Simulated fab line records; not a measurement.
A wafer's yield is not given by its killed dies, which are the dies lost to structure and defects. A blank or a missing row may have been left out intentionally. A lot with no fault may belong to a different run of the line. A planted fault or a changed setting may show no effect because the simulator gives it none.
fab line records | flow sky130 | part 1 of 2: steps 1 to 35 of 42
record lots=5 wafers=15 last-day=51
route steps=708 shown GATE_OXIDE@193 POLY_GATE@204 RES_PROTECT@206
lots with no fault: from the same line, run without faults
start-h: start of the lot's first displayed wafer, in hours after the record's first day | wait-h: time in hours since the lot's previous step | " as in the row above | L1.1+2: one row covering several wafers at once | - value missing, or start not given | * or withheld: withheld | < > ~ a bound
route shown NAME@n: names a module that has steps shown in the file, with the first one's number in the route | usual: average and standard deviation across the fault-free wafers | same: alike in all rows | chamber/n: place in a boat | sites: per-site readings | _std_site: standard deviation of those values | _edge_site: inner sites' mean taken away from outer sites' mean | radius-mm: for every site, how far away it sits from the centre of the wafer | mask NAME#n: copy n | behind: the most recent tool/chamber to have shaped the wafer | hold: reason for holding the lot/hours on hold/outcome of the hold | device: transistor that didn't switch, given as n, p or np | end of line: tests run on the same wafers once the route is complete | step lacking rows: just its recipe | killed: count of dies lost to structure and defects at first sort (not the wafer's yield) | map: a wafer's dies, x killed, . not, _ none there
set.NAME: the setting that was run; set.NAME@STEP: the one run at that earlier step | model.NAME: the simulator's own value behind a step, which no gauge read
certain route steps with their lots: each step a table, each wafer a row
services: when a tool's chamber went out of use (start-h, in hours from the record's first day, below 0 if earlier), for how many hours, and the reason
## steps
# step SKY_GATE_OXIDE_SOFTBAKE_06
# recipe temp-c=90 time-s=58.02 resist=NOVOLAK
# columns lot.wafer tool chamber start-h wait-h
L077.1+2+5 litho-track-01 0 334.55 0.1
L080.3+4+6 litho-track-03 0 353.69 0.1
L085.2+5+6 litho-track-02 0 398.72 0.1
L087.1+2+3 litho-track-02 0 416.64 0.1
L094.2+3+6 litho-track-02 0 483.07 0.1
# step SKY_GATE_OXIDE_EXPOSE_07
# recipe mask-id=LVOM na=0.6 source-shape=conventional sigma-outer=0.6 polarization=unpolarized target-cd-nm=600 dose-mj=170
# columns lot.wafer tool chamber start-h wait-h mask
L077.1+2+5 iline-stepper-01 0 - - LVOM#0
L080.3+4+6 iline-stepper-02 0 - - LVOM#0
L085.2+5+6 iline-stepper-02 0 - - LVOM#0
L087.1+2+3 iline-stepper-01 0 - - LVOM#0
L094.2+3+6 iline-stepper-01 0 - - LVOM#0
# step SKY_GATE_OXIDE_PEB_08
# recipe temp-c=withheld time-s=* resist=NOVOLAK
# columns lot.wafer tool chamber start-h wait-h
L077.1+2+5 litho-track-02 0 - -
L080.3+4+6 litho-track-03 0 - -
L085.2+5+6 litho-track-03 0 - -
L087.1+2+3 litho-track-01 0 - -
L094.2+3+6 litho-track-03 0 - -
# step SKY_GATE_OXIDE_DEVELOP_09
# recipe resist=NOVOLAK developer=TMAH develop-time-s=60 dev-temp-c=23
# columns lot.wafer tool chamber start-h wait-h
L077.1+2+5 litho-track-02 0 348.69 0.1
L080.3+4+6 litho-track-03 0 368.74 0.1
L085.2+5+6 litho-track-03 0 413.92 0.1
L087.1+2+3 litho-track-01 0 432.45 0.1
L094.2+3+6 litho-track-03 0 499.17 0.1
# step SKY_GATE_OXIDE_OVL_MEAS_10
# usual GATE_OXIDE_OVL=1.3/1.2
# columns lot.wafer tool chamber start-h wait-h GATE_OXIDE_OVL[nm]
L077.1 overlay-01 - 348.84 0.1 0.6
L077.2 " - " " -0.4
L077.5 " - " " -0.6
L080.3 overlay-01 - 368.85 0.1 4.4
L080.4 " - " " 1.8
L080.6 " - " " 3.9
L085.2 overlay-01 - 414.05 0.1 2.1
L085.5 " - " " 1.4
L085.6 " - " " 0.1
L087.1 overlay-02 - 432.60 0.1 1.6
L087.2 " - " " 2.1
L087.3 " - " " 0.4
L094.2 overlay-01 - 499.30 0.1 -0.4
L094.3 " - " " 0.7
L094.6 " - " " 0.7
# step SKY_GATE_OXIDE_IMPLANT_11
# recipe species=B energy-kev=10 dose-cm2=2.6e+12 tilt-deg=withheld
# usual end-station-pressure-torr=4.99e-06/2.7e-07
# columns lot.wafer tool chamber start-h wait-h end-station-pressure-torr
L077.1 implanter-03 0 348.88 0.0 5.15e-06
L077.2 " 0 " " 5.05e-06
L077.5 " 0 " " 4.85e-06
L080.3 implanter-03 0 368.93 0.1 4.53e-06
L080.4 " 0 " " 5.06e-06
L080.6 " 0 " " 5.4e-06
L085.2 implanter-03 0 414.10 0.0 5.29e-06
L085.5 " 0 " " 4.62e-06
L085.6 " 0 " " 5.05e-06
L087.1 implanter-02 0 432.64 0.0 4.76e-06
L087.2 " 0 " " 5.15e-06
L087.3 " 0 " " 4.75e-06
L094.2 implanter-03 0 499.35 0.0 5.08e-06
L094.3 " 0 " " 5.43e-06
L094.6 " 0 " " 4.43e-06
# step SKY_GATE_OXIDE_WET_ETCH_12
# recipe chemistry=dHF target-depth-nm=16.8 dry=n2-spin target=SiO2 dilution=100:1 temp-c=25 time-s=336
# columns lot.wafer tool chamber start-h wait-h
L077.1+2+5 wet-bench-03 3 349.03 0.1
L080.3+4+6 wet-bench-01 3 369.03 0.1
L085.2+5+6 wet-bench-04 3 414.23 0.1
L087.1+2+3 wet-bench-01 1 432.79 0.1
L094.2+3+6 wet-bench-01 3 499.48 0.1
# step SKY_GATE_OXIDE_STRIP_13
# recipe chemistry=O2/N2 power-w=1400 pressure-mtorr=1500 platen-temp-c=withheld o2-flow-sccm=3000 n2-flow-sccm=300 overash-fraction=0.5
# usual drypump-motor-current-A=5.9/0.56 o2-flow-sccm=3001/10 oes-product-au=0.715/0.005 strip-time-to-endpoint-s=14.19/0.041
# columns lot.wafer tool chamber start-h wait-h drypump-motor-current-A o2-flow-sccm oes-product-au rf-hours-counter-h strip-time-to-endpoint-s
L077.1 plasma-asher-03 1 349.13 0.0 6.7 3013 0.717 63 14.19
L077.2 " 0 " " 5.0 2994 0.711 63 14.20
L077.5 " 1 " " 6.7 3011 0.725 - 14.24
L080.3 plasma-asher-01 1 369.17 0.0 6.0 2997 0.723 - 14.23
L080.4 " 0 " " 5.8 2985 0.708 - 14.23
L080.6 " 1 " " 6.0 2990 0.716 - 14.22
L085.2 plasma-asher-03 0 414.43 0.0 5.0 3008 0.706 70 14.19
L085.5 " 1 " " 6.6 3002 0.716 - 14.22
L085.6 " 0 " " 5.0 3008 0.703 - 14.23
L087.1 plasma-asher-03 1 432.90 0.0 6.7 3008 0.712 0 14.21
L087.2 " 0 " " 5.0 2985 0.710 0 14.21
L087.3 " 0 " " 5.0 2994 0.726 - 14.20
L094.2 plasma-asher-03 1 499.58 0.0 6.6 3004 0.711 6 14.25
L094.3 " 0 " " 5.0 3005 0.718 - 14.20
L094.6 " 0 " " 5.0 3003 0.719 - 14.24
# step SKY_GATE_OXIDE_TW_MEAS_14
# usual GATE_OXIDE_TW=223.2/1.5
# columns lot.wafer tool chamber start-h wait-h GATE_OXIDE_TW
L077.1 film-metro-01 - 349.23 0.1 224.5
L077.2 " - " " 225.2
L077.5 " - " " 225.5
L080.3 film-metro-04 - 369.26 0.1 223.2
L080.4 " - " " 224.0
L080.6 " - " " 224.1
L085.2 film-metro-01 - 414.54 0.1 223.8
L085.5 " - " " 224.6
L085.6 " - " " 222.9
L087.1 film-metro-01 - 433.00 0.1 223.1
L087.2 " - " " 222.3
L087.3 " - " " 221.2
L094.2 film-metro-04 - 499.69 0.1 224.8
L094.3 " - " " 225.0
L094.6 " - " " 224.4
# step SKY_GATE_OXIDE_CLEAN_15
# recipe chemistry=SC1/SC2 mix=1:4:20 temp-c=70 time-s=150 dry=n2-spin
# columns lot.wafer tool chamber start-h wait-h
L077.1+2+5 wet-bench-04 1 349.29 0.1
L080.3+4+6 wet-bench-04 2 369.30 0.0
L085.2+5+6 wet-bench-01 1 414.59 0.0
L087.1+2+3 wet-bench-04 3 433.06 0.1
L094.2+3+6 wet-bench-03 0 499.74 0.0
# step SKY_GATE_OXIDE_OXIDATION_16
# recipe temp-c=800 ambient=O2 idle-temp-c=700 ramp-up-c-per-min=10 ramp-down-c-per-min=3 stabilise-s=600 purge-s=300 target-thk-a=35.7 ox-time-s=1915
# usual spike-tc-bottom-C=815.4/1.7
# same purge-s=300
# columns lot.wafer tool chamber start-h wait-h spike-tc-bottom-C
L077.1 furnace-02 0 349.34 0.0 813.1
L077.2 " 0 " " 815.4
L077.5 " 0 " " 815.3
L080.3 furnace-01 0 370.39 1.0 817.7
L080.4 " 0 " " 819.8
L080.6 " 0 " " 817.1
L085.2 furnace-02 0 415.78 1.1 813.3
L085.5 " 0 " " 814.6
L085.6 " 0 " " 816.1
L087.1 furnace-01 0 433.11 0.0 818.4
L087.2 " 0 " " 816.6
L087.3 " 0 " " 815.7
L094.2 furnace-02 0 499.79 0.0 813.1
L094.3 " 0 " " 814.7
L094.6 " 0 " " 815.2
# step SKY_POLY_GATE_CVD_00
# recipe material=poly-Si target-thk-nm=180 temp-c=620 time-s=720 pressure-mtorr=200
# usual spike-tc-bottom-C=639.5/1.5
# columns lot.wafer tool chamber start-h wait-h spike-tc-bottom-C
L077.1 lpcvd-01 1 350.87 0.0 641.3
L077.2 " 1 " " 639.8
L077.5 " 1 " " 640.5
L080.3 lpcvd-01 0 371.92 0.0 638.4
L080.4 " 0 " " 638.0
L080.6 " 0 " " 638.4
L085.2 lpcvd-01 0 417.31 0.0 638.3
L085.5 " 0 " " 639.9
L085.6 " 0 " " 639.7
L087.1 lpcvd-01 0 434.64 0.0 636.7
L087.2 " 0 " " 637.9
L087.3 " 0 " " 637.6
L094.2 lpcvd-01 0 501.33 0.0 636.7
L094.3 " 0 " " 638.2
L094.6 " 0 " " 637.9
# step SKY_POLY_GATE_THK_MEAS_01
# recipe reads=poly-Si_of_POLY_GATE_CVD_00
# usual POLY_GATE_CVD_00_THK=179.2/1.7
# columns lot.wafer tool chamber start-h wait-h POLY_GATE_CVD_00_THK[nm]
L077.1 film-metro-04 - 352.07 0.0 177.8
L077.2 " - " " 176.4
L077.5 " - " " 177.8
L080.3 film-metro-02 - 373.14 0.0 177.6
L080.4 " - " " 178.1
L080.6 " - " " 178.9
L085.2 film-metro-01 - 418.52 0.0 176.5
L085.5 " - " " 178.6
L085.6 " - " " 177.7
L087.1 film-metro-02 - 435.84 0.0 180.1
L087.2 " - " " 179.5
L087.3 " - " " 180.3
L094.2 film-metro-02 - 502.54 0.0 179.0
L094.3 " - " " 178.5
L094.6 " - " " 177.9
# step SKY_RES_PROTECT_DEHYDRATE_00
# recipe temp-c=200 time-s=60
# columns lot.wafer tool chamber start-h wait-h
L077.1+2+5 litho-track-03 0 366.29 14.2
L080.3+4+6 litho-track-02 0 387.34 14.2
L085.2+5+6 litho-track-02 0 433.52 15.0
L087.1+2+3 litho-track-04 0 451.89 16.0
L094.2+3+6 litho-track-04 0 518.17 15.6
# step SKY_RES_PROTECT_HMDS_01
# recipe prime-time-s=60 prime-temp-c=120
# columns lot.wafer tool chamber start-h wait-h
L077.1+2+5 litho-track-03 0 366.44 0.1
L080.3+4+6 litho-track-02 0 387.49 0.1
L085.2+5+6 litho-track-02 0 433.67 0.1
L087.1+2+3 litho-track-04 0 452.04 0.1
L094.2+3+6 litho-track-04 0 518.32 0.1
# step SKY_RES_PROTECT_COAT_02
# recipe resist=NOVOLAK spin-rpm=3000 resist-thk-nm=1140
# columns lot.wafer tool chamber start-h wait-h
L077.1+2+5 litho-track-03 0 366.59 0.1
L080.3+4+6 litho-track-02 0 387.64 0.1
L085.2+5+6 litho-track-02 0 433.82 0.1
L087.1+2+3 litho-track-04 0 452.19 0.1
L094.2+3+6 litho-track-04 0 518.47 0.1
# step SKY_RES_PROTECT_SOFTBAKE_03
# recipe temp-c=90 time-s=60 resist=NOVOLAK
# columns lot.wafer tool chamber start-h wait-h
L077.1+2+5 litho-track-03 0 366.74 0.1
L080.3+4+6 litho-track-02 0 387.79 0.1
L085.2+5+6 litho-track-02 0 433.97 0.1
L087.1+2+3 litho-track-04 0 452.34 0.1
L094.2+3+6 litho-track-04 0 518.62 0.1
# step SKY_RES_PROTECT_EXPOSE_04
# recipe mask-id=RPM na=0.6 source-shape=conventional sigma-outer=0.6 polarization=unpolarized target-cd-nm=1270 dose-mj=131
# columns lot.wafer tool chamber start-h wait-h mask
L077.1+2+5 iline-stepper-01 0 - - RPM#0
L080.3+4+6 iline-stepper-01 0 - - RPM#0
L085.2+5+6 iline-stepper-01 0 - - RPM#0
L087.1+2+3 iline-stepper-02 0 - - RPM#0
L094.2+3+6 iline-stepper-02 0 - - RPM#0
# step SKY_RES_PROTECT_PEB_05
# recipe temp-c=withheld time-s=* resist=NOVOLAK
# columns lot.wafer tool chamber start-h wait-h
L077.1+2+5 litho-track-04 0 - -
L080.3+4+6 litho-track-03 0 - -
L085.2+5+6 litho-track-04 0 - -
L087.1+2+3 litho-track-04 0 - -
L094.2+3+6 litho-track-02 0 - -
# step SKY_RES_PROTECT_DEVELOP_06
# recipe resist=NOVOLAK developer=TMAH develop-time-s=60 dev-temp-c=23
# columns lot.wafer tool chamber start-h wait-h
L077.1+2+5 litho-track-04 0 381.44 0.1
L080.3+4+6 litho-track-03 0 403.64 0.1
L085.2+5+6 litho-track-04 0 450.57 0.1
L087.1+2+3 litho-track-04 0 469.04 0.1
L094.2+3+6 litho-track-02 0 534.47 0.1
# step SKY_POLY_GATE_IMPLANT_02
# recipe species=P energy-kev=29.78 dose-cm2=7.7e+15 tilt-deg=0
# usual end-station-pressure-torr=1.1e-05/6.9e-07
# columns lot.wafer tool chamber start-h wait-h end-station-pressure-torr
L077.1 implanter-03 0 381.59 0.1 1.22e-05
L077.2 " 0 " " 1.09e-05
L077.5 " 0 " " 1.1e-05
L080.3 implanter-01 0 403.79 0.1 1.1e-05
L080.4 " 0 " " 1.15e-05
L080.6 " 0 " " 1.09e-05
L085.2 implanter-03 0 450.72 0.1 1.23e-05
L085.5 " 0 " " 1.08e-05
L085.6 " 0 " " 1.19e-05
L087.1 implanter-04 0 469.19 0.1 1.05e-05
L087.2 " 0 " " 1.14e-05
L087.3 " 0 " " 1.01e-05
L094.2 implanter-04 0 534.62 0.1 1.1e-05
L094.3 " 0 " " 1.02e-05
L094.6 " 0 " " 1.06e-05
# step SKY_RES_PROTECT_STRIP_07
# recipe chemistry=O2/N2 power-w=1400 pressure-mtorr=1500 platen-temp-c=withheld o2-flow-sccm=3000 n2-flow-sccm=300 overash-fraction=0.5
# usual drypump-motor-current-A=5.8/0.51 o2-flow-sccm=3001/8.7 oes-product-au=0.519/0.0047 strip-time-to-endpoint-s=23.23/0.049
# columns lot.wafer tool chamber start-h wait-h drypump-motor-current-A o2-flow-sccm oes-product-au rf-hours-counter-h strip-time-to-endpoint-s
L077.1 plasma-asher-03 1 381.74 0.1 6.7 2993 0.519 67 23.27
L077.2 " 0 " " 5.0 2997 0.512 67 23.24
L077.5 " 1 " " 6.7 2989 0.515 - 23.32
L080.3 plasma-asher-03 1 403.93 0.1 6.7 2980 0.518 - 23.21
L080.4 " 0 " " 5.0 2999 0.517 - 23.22
L080.6 " 1 " " 6.7 3000 0.526 - 23.20
L085.2 plasma-asher-02 0 450.84 0.1 5.5 2997 0.522 66 23.13
L085.5 " 1 " " 6.0 3007 0.515 - 23.13
L085.6 " 0 " " 5.6 3009 0.518 - 23.12
L087.1 plasma-asher-01 1 469.34 0.1 6.0 3006 0.523 61 23.22
L087.2 " 0 " " 5.8 3015 0.520 61 23.20
L087.3 " 0 " " 5.8 2999 0.518 - 23.18
L094.2 plasma-asher-02 0 534.74 0.1 5.5 2995 0.514 75 23.22
L094.3 " 1 " " 6.0 2997 0.522 - 23.23
L094.6 " 0 " " 5.6 3006 0.523 - 23.22
# step SKY_RES_PROTECT_TW_MEAS_08
# usual POLY_GATE_TW=4017/34
# columns lot.wafer tool chamber start-h wait-h POLY_GATE_TW
L077.1 film-metro-03 - 381.84 0.1 3965
L077.2 " - " " 3965
L077.5 " - " " 3971
L080.3 film-metro-02 - 404.01 0.1 4028
L080.4 " - " " 4069
L080.6 " - " " 4060
L085.2 film-metro-03 - 450.95 0.1 3967
L085.5 " - " " 3990
L085.6 " - " " 3965
L087.1 film-metro-04 - 469.44 0.1 4025
L087.2 " - " " 4059
L087.3 " - " " 4047
L094.2 film-metro-03 - 534.85 0.1 3951
L094.3 " - " " 3964
L094.6 " - " " 3964
# step SKY_RES_PROTECT_CLEAN_09
# recipe chemistry=SC1/SC2 mix=1:4:20 temp-c=70 time-s=150 dry=n2-spin
# columns lot.wafer tool chamber start-h wait-h
L077.1+2+5 wet-bench-01 0 381.90 0.1
L080.3+4+6 wet-bench-04 2 404.05 0.0
L085.2+5+6 wet-bench-04 3 451.00 0.0
L087.1+2+3 wet-bench-04 1 469.50 0.1
L094.2+3+6 wet-bench-04 0 534.90 0.0
# step SKY_POLY_GATE_CVD_03
# recipe material=Si3N4 precursor=DCS/NH3 target-thk-nm=75 temp-c=770 time-s=1290 pressure-mtorr=250
# usual spike-tc-bottom-C=791.2/1.6
# columns lot.wafer tool chamber start-h wait-h spike-tc-bottom-C
L077.1 lpcvd-02 0 381.96 0.0 790.5
L077.2 " 0 " " 790.1
L077.5 " 0 " " 791.1
L080.3 lpcvd-02 0 405.11 1.0 790.3
L080.4 " 0 " " 791.7
L080.6 " 0 " " 790.0
L085.2 lpcvd-02 1 451.05 0.0 793.9
L085.5 " 1 " " 793.7
L085.6 " 1 " " 793.3
L087.1 lpcvd-02 1 469.61 0.0 792.2
L087.2 " 1 " " 790.3
L087.3 " 1 " " 790.9
L094.2 lpcvd-02 0 534.96 0.0 788.2
L094.3 " 0 " " 790.9
L094.6 " 0 " " 788.9
# step SKY_POLY_GATE_THK_MEAS_04
# recipe reads=Si3N4_of_POLY_GATE_CVD_03
# usual POLY_GATE_CVD_03_THK=75.2/0.76
# columns lot.wafer tool chamber start-h wait-h POLY_GATE_CVD_03_THK[nm]
L077.1 film-metro-04 - 383.32 0.0 74.1
L077.2 " - " " 74.4
L077.5 " - " " 74.6
L080.3 film-metro-02 - 406.49 0.0 75.9
L080.4 " - " " 76.2
L080.6 " - " " 76.0
L085.2 film-metro-04 - 452.42 0.0 73.8
L085.5 " - " " 73.9
L085.6 " - " " 74.2
L087.1 film-metro-01 - 470.97 0.0 73.7
L087.2 " - " " 74.4
L087.3 " - " " 74.3
L094.2 film-metro-04 - 536.33 0.0 75.0
L094.3 " - " " 75.4
L094.6 " - " " 74.5
# step SKY_POLY_GATE_DEHYDRATE_05
# recipe temp-c=200 time-s=60
# columns lot.wafer tool chamber start-h wait-h
L077.1+2+5 litho-track-01 0 398.10 14.8
L080.3+4+6 litho-track-04 0 421.09 14.6
L085.2+5+6 litho-track-02 0 468.27 15.8
L087.1+2+3 litho-track-02 0 486.64 15.7
L094.2+3+6 litho-track-04 0 552.52 16.2
# step SKY_POLY_GATE_HMDS_06
# recipe prime-time-s=60 prime-temp-c=120
# columns lot.wafer tool chamber start-h wait-h
L077.1+2+5 litho-track-01 0 398.25 0.1
L080.3+4+6 litho-track-04 0 421.24 0.1
L085.2+5+6 litho-track-02 0 468.42 0.1
L087.1+2+3 litho-track-02 0 486.79 0.1
L094.2+3+6 litho-track-04 0 552.67 0.1
# step SKY_POLY_GATE_COAT_07
# recipe resist=BARC temp-c=withheld time-s=withheld spin-rpm=3000 resist-thk-nm=110
# columns lot.wafer tool chamber start-h wait-h
L077.1+2+5 litho-track-01 0 398.40 0.1
L080.3+4+6 litho-track-04 0 421.39 0.1
L085.2+5+6 litho-track-02 0 468.57 0.1
L087.1+2+3 litho-track-02 0 486.94 0.1
L094.2+3+6 litho-track-04 0 552.82 0.1
# step SKY_POLY_GATE_COAT_08
# recipe resist=KrF-thick spin-rpm=3000 resist-thk-nm=450
# columns lot.wafer tool chamber start-h wait-h
L077.1+2+5 litho-track-01 0 - -
L080.3+4+6 litho-track-04 0 - -
L085.2+5+6 litho-track-02 0 - -
L087.1+2+3 litho-track-02 0 - -
L094.2+3+6 litho-track-04 0 - -
# step SKY_POLY_GATE_SOFTBAKE_09
# recipe temp-c=100 time-s=90 resist=KrF-thick
# columns lot.wafer tool chamber start-h wait-h
L077.1+2+5 litho-track-01 0 - -
L080.3+4+6 litho-track-04 0 - -
L085.2+5+6 litho-track-02 0 - -
L087.1+2+3 litho-track-02 0 - -
L094.2+3+6 litho-track-04 0 - -
# step SKY_POLY_GATE_EXPOSE_10
# recipe mask-id=P1M na=0.68 source-shape=conventional sigma-outer=0.6 target-cd-nm=150 dose-mj=27.42
# columns lot.wafer tool chamber start-h wait-h mask
L077.1+2+5 krf-scanner-02 0 - - P1M#0
L080.3+4+6 krf-scanner-02 0 - - P1M#0
L085.2+5+6 krf-scanner-01 0 - - P1M#0
L087.1+2+3 krf-scanner-02 0 - - P1M#0
L094.2+3+6 krf-scanner-01 0 - - P1M#0
# step SKY_POLY_GATE_PEB_11
# recipe peb-temp-c=withheld peb-time-s=withheld resist=KrF-thick
# columns lot.wafer tool chamber start-h wait-h
L077.1+2+5 litho-track-04 0 - -
L080.3+4+6 litho-track-02 0 - -
L085.2+5+6 litho-track-01 0 - -
L087.1+2+3 litho-track-01 0 - -
L094.2+3+6 litho-track-01 0 - -
# step SKY_POLY_GATE_DEVELOP_12
# recipe develop-time-s=60 resist=KrF-thick dev-temp-c=21
# columns lot.wafer tool chamber start-h wait-h
L077.1+2+5 litho-track-04 0 - -
L080.3+4+6 litho-track-02 0 - -
L085.2+5+6 litho-track-01 0 - -
L087.1+2+3 litho-track-01 0 - -
L094.2+3+6 litho-track-01 0 - -
# step SKY_POLY_GATE_CD_MEAS_13
# recipe target-cd-nm=150
# usual cd-nm=150.0/1.2
# columns lot.wafer tool chamber start-h wait-h cd-nm
L077.1 cd-sem-01 - 414.54 - 150.6
L077.2 " - " " 149.0
L077.5 " - " " 147.8
L080.3 cd-sem-02 - 438.43 - 151.1
L080.4 " - " " 151.5
L080.6 " - " " 150.8
L085.2 cd-sem-02 - 485.77 - 150.0
L085.5 " - " " 149.9
L085.6 " - " " 150.8
L087.1 cd-sem-02 - 503.30 - 148.6
L087.2 " - " " 150.4
L087.3 " - " " 150.5
L094.2 cd-sem-02 - 569.32 - 149.0
L094.3 " - " " 149.2
L094.6 " - " " 148.1
